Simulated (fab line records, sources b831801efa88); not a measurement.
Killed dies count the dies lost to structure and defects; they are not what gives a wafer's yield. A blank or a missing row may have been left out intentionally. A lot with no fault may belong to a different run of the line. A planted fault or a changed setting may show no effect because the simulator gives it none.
Which tool was responsible? -- flow gf180mcu -- 18 wafers sampled from 6 lots at 1 step of a route of 602

WHAT THE GAUGES READ, wafer by wafer
GF_CONTACT_OVL_MEAS_15.
lot,measured,on,CONTACT_OVL (nm)
L849,day 16 15:37,overlay-01,4 1 -6
L854,day 19 00:09,overlay-02,-10 -6 -17
L860,day 21 01:29,overlay-02,4 8 1
L863,day 21 16:27,overlay-01,-14 -11 4
L867,day 23 12:49,overlay-02,4 -7 -5
L868,day 24 00:18,overlay-01,-3 -11 -7

TOOL THAT RAN EACH LOT (tool first, then ch and the chambers of the sampled wafers, then the start)
Record: no process step prior to these readings.

THE ANSWER, worked out from the rows above alone
Rule: usual is defined by the lots themselves. The widest of any qualifying gaps counts: lots, ordered by their means at a reading, are off when they make up no more than a third of the lots, leave a main group of 4 or more, and stand apart from it by 3 or more times the standard deviation of that group's means. The tables above print the reading to a certain number of digits; a main group whose means all agree to those digits is not used. Also off: a lot with no number at a reading for which 4 or more lots have one. The other lots that the step has rows for count as sound.
No lot is off on any of the readings shown, so nothing can be concluded from this.

WHAT THE SIMULATOR HAD PUT IN
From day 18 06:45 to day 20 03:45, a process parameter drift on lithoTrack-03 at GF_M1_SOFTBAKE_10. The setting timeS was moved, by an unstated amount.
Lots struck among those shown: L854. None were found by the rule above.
